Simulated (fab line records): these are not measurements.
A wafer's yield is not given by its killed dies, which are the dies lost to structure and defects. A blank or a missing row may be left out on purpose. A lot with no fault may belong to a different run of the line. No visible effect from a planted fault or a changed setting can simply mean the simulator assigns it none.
A struck lot beside a sound one / flow sky130 / 15 out of 708 route steps
Sound: the wafers L369.2, L369.4, L369.6. The struck wafers were L362.1, L362.2, L362.4. The cause is given at the end.
Each step with rows lists, per side, the tool, then ch with its chambers, then its first start. Under that, the readings that differ: sound wafers / struck wafers / difference of the means / sigmas: that difference in standard deviations of wafers without a fault.
alike: same words and numbers on both sides, and readings whose means sit less than 2 such deviations apart. not compared: any withheld reading, any reading some wafer has no value for, any bound like >300 that may hide the same value, and any number with overlapping values for which the record gives no deviation.
Wherever a step has rows on one side only, a row that says differs or no value, or a row with sigmas, the two part there. Numbers that have no deviation but don't overlap get no sigmas and don't part them. A reading that every wafer of one side lacks parts them only if that side has two wafers or more.

first, 5 steps without rows for these wafers: SKY_VIA3_STRIP_17 (strips in post etch residue remover, time 1200 s); SKY_VIA3_CLEAN_18 (cleans in IPA, time 180 s); SKY_VIA3_CLEAN_19 (cleans in O3/DIW); SKY_VIA3_SPUTTER_20 (material TiN, target thk 20 nm, time 80 s); SKY_VIA3_CVD_21 (deposits W, target thk 390 nm, time 117.31 s).
SKY_VIA3_RS_MEAS_22: a four-point-probe measurement.
  sound on film metro-02, day 47 20:38; struck on film metro-03, day 42 16:50
  alike: VIA3_W_RS
SKY_VIA3_THK_MEAS_23: measures by xrf.
  sound on film metro-02, day 47 20:44; struck on film metro-03, day 42 16:58
  alike: VIA3_W_THK
SKY_VIA3_CMP_24: polishes, stops on SiO2, t overpolish 20 s, target thk 0 nm.
  sound on cmp-02 ch 0,3, day 47 20:47; struck on cmp-01 ch 0,2,3, day 42 17:01
  alike: motor current A, overpolish run s, slurry filter dp kPa, time to endpoint s
SKY_METAL4_SPUTTER_00: material Ti, target thk 15 nm, time 10 s.
  sound on pvd sputter-04, day 47 21:05; struck on pvd sputter-04, day 42 17:19
  alike: throttle valve pct
then, 1 step without rows for these wafers: SKY_METAL4_SPUTTER_01 (material TiN, target thk 20 nm, time 16.7 s).
SKY_METAL4_SPUTTER_02: material AlCu, target thk 735 nm, time 39.1 s.
  sound on pvd sputter-04, day 47 21:08; struck on pvd sputter-04, day 42 17:22
  alike: throttle valve pct
SKY_METAL4_SPUTTER_03: material Ti, target thk 5 nm, time 3.3 s.
  sound on pvd sputter-04, day 47 21:11; struck on pvd sputter-04, day 42 17:25
  alike: throttle valve pct
SKY_METAL4_SPUTTER_04: material TiN, target thk 70 nm, time 58.3 s.
  sound on pvd sputter-04, day 47 21:12; struck on pvd sputter-04, day 42 17:26
reading=model.TiN_of_METAL4_SPUTTER_04.thk nm (nm); sound=70.35 70.04 69.98; struck=79.77 79.7 79.64; difference=+9.58; sigmas=
  alike: throttle valve pct
SKY_CAP2M_CVD_00: deposits SiO2, target thk 15.5 nm.
  sound on pecvd-01 ch 1,2, day 47 21:15; struck on pecvd-02 ch 0,2, day 42 17:29
  alike: heater power w, rf fwd power W
-- the record jumps here: 6 days lie between the struck wafers' starts before and after (it left off in module CAP2M and takes up again in module PAD_OPEN, whose first step shown is number 708 of the route) --
SKY_PAD_OPEN_PROBE_99:
  sound on prober-01, day 52 15:59; struck on prober-01, day 48 17:17
  alike: defect limited yield, killed_at_M0_to_M3, killed_at_M4_up, killed at contacts, killed at front end, killed at other, killed dies, killed open, killed short, sort_bin_3_pad_short, sort_bin_5_function, sort_bin_6_memory, sort n pass, sort yield pct

## WHERE THEY PART
Nowhere in this record.

WHY: what had been put in by the simulator
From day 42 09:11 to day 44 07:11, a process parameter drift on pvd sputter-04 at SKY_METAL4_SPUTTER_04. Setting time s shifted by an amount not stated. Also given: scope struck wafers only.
